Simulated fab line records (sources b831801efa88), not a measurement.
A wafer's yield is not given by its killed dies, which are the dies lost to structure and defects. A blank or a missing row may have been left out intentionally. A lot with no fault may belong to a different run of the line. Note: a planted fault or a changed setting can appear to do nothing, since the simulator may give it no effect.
Chamber matching | flow gf180mcu | GF_POLY_GATE_ETCH_13 on rie-si-01 has 4 sister chambers
The step etches poly-Si in HBr/Cl2, stops on SiO2, target depth 198.5 nm, time 69.6 s. 4 wafers are shown with their chamber, then 10 later ones without.

## WAFERS PAIRED WITH THEIR CHAMBERS
wafer  | chamber | drypump-motor-current-A (A)
L346.2 | 3       | 5.9
L347.5 | 2       | 6.7
L352.1 | 1       | 5.3
L352.3 | 0       | 5.6

## WAFERS WHOSE CHAMBER IS MISSING
wafer  | drypump-motor-current-A (A)
L352.6 | 5.9
L354.2 | 5.6
L354.3 | 5.4
L354.6 | 5.4
L355.3 | 6.7
L355.5 | 5.4
L355.6 | 6.7
L357.1 | 5.8
L357.3 | 5.6
L357.4 | 6.7

## CHAMBER TAKEN BY EACH
wafer  | from the rows above     | in truth
L352.6 | 3                       | 3
L354.2 | 0                       | 0
L354.3 | can't be placed: 1 or 0 | 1
L354.6 | can't be placed: 1 or 0 | 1
L355.3 | 2                       | 2
L355.5 | can't be placed: 1 or 0 | 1
L355.6 | 2                       | 2
L357.1 | can't be placed: 3 or 0 | 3
L357.3 | 0                       | 0
L357.4 | 2                       | 2
Correct placement for 6 of the 10. Can't be placed from these rows: 4 (the true chamber is among the candidates in 4). Number placed wrongly: 0.
How it was worked out, from the rows above alone: a wafer's distance from a chamber is the root of the sum, over the readings, of the square of ((its reading less the chamber's mean) divided by the reading's scatter). The wafer belongs to the nearest chamber; if the next one is less than 2 further off, it can't be placed. For every chamber, the mean is computed from those of its wafers that are shown. The scatter: root of mean squared gap, hidden wafer to nearest shown wafer, with one shown wafer a chamber.
